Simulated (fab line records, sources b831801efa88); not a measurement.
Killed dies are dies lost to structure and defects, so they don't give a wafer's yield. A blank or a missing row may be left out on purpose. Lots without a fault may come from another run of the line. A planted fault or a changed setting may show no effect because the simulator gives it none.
Chamber matching | flow sky130 | SKY_VIA1_CMP_24 on cmp-02: 4 sister chambers
The step polishes, stops on SiO2, t overpolish 15 s, target thk 0 nm. 8 wafers are shown with their chamber, then 8 later ones without.

WAFERS WITH THEIR CHAMBER
wafer  | chamber | motor_current_A (A) | time_to_endpoint_s (s)
L709.4 | 0       | 10.2                | 62
L709.5 | 0       | 11.1                | 61
L711.5 | 1       | 12.9                | 66
L713.2 | 1       | 12.8                | 67
L713.3 | 3       | 13.2                | 66
L713.4 | 2       | 11.1                | 61
L714.1 | 2       | 10.9                | 60
L714.2 | 3       | 13.6                | 68

WAFERS WITHOUT THEIR CHAMBER
wafer  | motor_current_A (A) | time_to_endpoint_s (s)
L714.5 | 13.2                | 66
L716.5 | 10.4                | 64
L724.2 | 10.7                | 64
L724.3 | 11.5                | 62
L724.4 | 13.2                | 66
L730.2 | 11.0                | 57
L730.3 | 12.8                | 64
L730.5 | 11.1                | 58

WHICH CHAMBER EACH WENT THROUGH
wafer  | from the rows above     | in truth
L714.5 | can't be placed: 1 or 3 | 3
L716.5 | can't be placed: 0 or 2 | 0
L724.2 | can't be placed: 0 or 2 | 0
L724.3 | can't be placed: 2 or 0 | 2
L724.4 | can't be placed: 1 or 3 | 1
L730.2 | can't be placed: 2 or 0 | 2
L730.3 | can't be placed: 1 or 3 | 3
L730.5 | can't be placed: 2 or 0 | 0
Placed correctly: 0 of 8. Can't be placed from these rows: 8 (the true chamber is among the candidates in 8). Placed wrongly: 0.
How it was worked out, from the rows above alone: a wafer's distance from a chamber is the root of the sum, over the readings, of the square of ((its reading less the chamber's mean) divided by the reading's scatter). The wafer belongs to the nearest chamber; if the next one is less than 2 further off, it can't be placed. A chamber's mean is the mean of its shown wafers. The scatter: the root of (the sum of the squares of (reading less its chamber's mean) over the shown wafers, divided by (wafers less chambers)).
